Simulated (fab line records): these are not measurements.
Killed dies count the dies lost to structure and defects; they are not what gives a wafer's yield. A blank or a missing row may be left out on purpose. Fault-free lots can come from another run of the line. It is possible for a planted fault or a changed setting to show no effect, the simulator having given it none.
A struck lot beside a sound one || flow sky130 || 17 out of 708 route steps
Sound: wafers L471.2, L471.4, L471.6. Struck: wafers L465.2, L465.4, L465.6. The cause is named last.
Order at every step that has rows: each side's tool, ch and its chambers, its first start. Under that, the readings that differ: sound wafers || struck wafers || difference of the means || sigmas: that difference in standard deviations of wafers without a fault.
alike: readings whose means differ by less than 2 such deviations, and words and numbers that are the same on both sides. not compared: withheld readings, readings that some wafer has no value for, bounds like >300 that may hide the same value, and numbers for which the record gives no deviation and whose values overlap.
A row with sigmas, a row that says differs or no value, or rows on one side alone: a step with any of these is where the two part. When numbers do not overlap yet have no deviation, they are printed without sigmas and do not part them. A reading missing from all wafers of one side parts the sides only when that side holds two or more wafers.

SKY_GATE_OXIDE_TW_MEAS_14:
  struck on film_metro-04, day 17 19:22; sound on film_metro-03, day 19 22:08
{"reading": "GATE_OXIDE_TW", "sound": "222.7 223.3 222.7", "struck": "225.6 225.7 227.0", "difference": "+3.2", "sigmas": "+2"}
then, 3 steps without rows for these wafers: SKY_GATE_OXIDE_CLEAN_15 (cleans in SC1/SC2, time 150 s); SKY_GATE_OXIDE_OXIDATION_16 (stabilise 600 s, purge 300 s, target thk 3.57 nm); SKY_POLY_GATE_CVD_00 (deposits poly-Si, target thk 180 nm, time 720 s).
SKY_POLY_GATE_THK_MEAS_01:
  struck on film_metro-03, day 17 23:50; sound on film_metro-04, day 20 00:59
  alike: POLY_GATE_CVD_00_THK
then, 7 steps without rows for these wafers: SKY_RES_PROTECT_DEHYDRATE_00 (time 60 s); SKY_RES_PROTECT_HMDS_01 (prime time 60 s); SKY_RES_PROTECT_COAT_02 (resist thk 1140 nm); SKY_RES_PROTECT_SOFTBAKE_03 (time 60 s); SKY_RES_PROTECT_EXPOSE_04 (exposes mask RPM, target cd 1270 nm); SKY_RES_PROTECT_PEB_05; SKY_RES_PROTECT_DEVELOP_06 (develop time 60 s).
SKY_POLY_GATE_IMPLANT_02:
  sound on implanter-03 ch 0, day 21 06:19; struck on implanter-01 ch 0, day 19 06:26
  alike: beam_energy_keV
SKY_RES_PROTECT_STRIP_07: strips in O2/N2.
  sound on plasma_asher-01 ch 0,1, day 21 06:26; struck on plasma_asher-02 ch 0,1, day 19 06:33
{"reading": "drypump_motor_current_A (A)", "sound": "6.1 6.3 6.3", "struck": "4.9 5.7 4.9", "difference": -1.1, "sigmas": -2}
{"reading": "oes_product_au (a.u.)", "sound": "0.517 0.521 0.516", "struck": "0.494 0.492 0.491", "difference": -0.026, "sigmas": -6}
{"reading": "strip_time_to_endpoint_s (s)", "sound": "23.29 23.30 23.32", "struck": "25.10 25.07 25.08", "difference": "+1.78", "sigmas": "+49"}
  not compared: rf_hours_counter_h
SKY_RES_PROTECT_TW_MEAS_08:
  struck on film_metro-02, day 19 06:40; sound on film_metro-02, day 21 06:33
{"reading": "POLY_GATE_TW", "sound": "4011 4000 3997", "struck": "4155 4133 4157", "difference": "+146", "sigmas": "+4"}
then, 1 step without rows for these wafers: SKY_RES_PROTECT_CLEAN_09 (cleans in SC1/SC2, time 150 s).
-- record jumps: 29 days separate the struck wafers' starts on either side; left off in module RES_PROTECT, taken up again in module PAD_OPEN, whose first shown step is the route's number 708 --
SKY_PAD_OPEN_PROBE_99:
  struck on prober-01, day 48 14:28; sound on prober-02, day 49 18:19
{"reading": "model.etest.res_poly.line_ohm_um", "sound": "511.6 515.4 518", "struck": "376.9 381.4 373.2", "difference": -137.8, "sigmas": ""}
{"reading": "model.etest.licon_poly.rc_ohm", "sound": "141.2 150.7 142.7", "struck": "110.4 101.8 105.4", "difference": -39.0, "sigmas": ""}
{"reading": "model.etest.res_poly.rs_ohm_sq", "sound": "47.61 49.06 48.45", "struck": "35.75 35.92 35.57", "difference": -12.63, "sigmas": ""}
{"reading": "model.etest.nfet_01v8_lvt.vt_long_v (V)", "sound": "0.4423 0.4422 0.4437", "struck": "0.4304 0.4345 0.4343", "difference": -0.0097, "sigmas": ""}
  alike: killed_at_M0_to_M3, killed_at_M4_up, killed_at_contacts, killed_at_front_end, killed_at_other, killed_dies, killed_open, killed_short

== WHERE THEY PART ==
First at SKY_GATE_OXIDE_TW_MEAS_14; last, within this record, at SKY_RES_PROTECT_TW_MEAS_08. Later steps at which nothing parts them and some readings are alike: SKY_PAD_OPEN_PROBE_99.

WHY: whatever the simulator had introduced
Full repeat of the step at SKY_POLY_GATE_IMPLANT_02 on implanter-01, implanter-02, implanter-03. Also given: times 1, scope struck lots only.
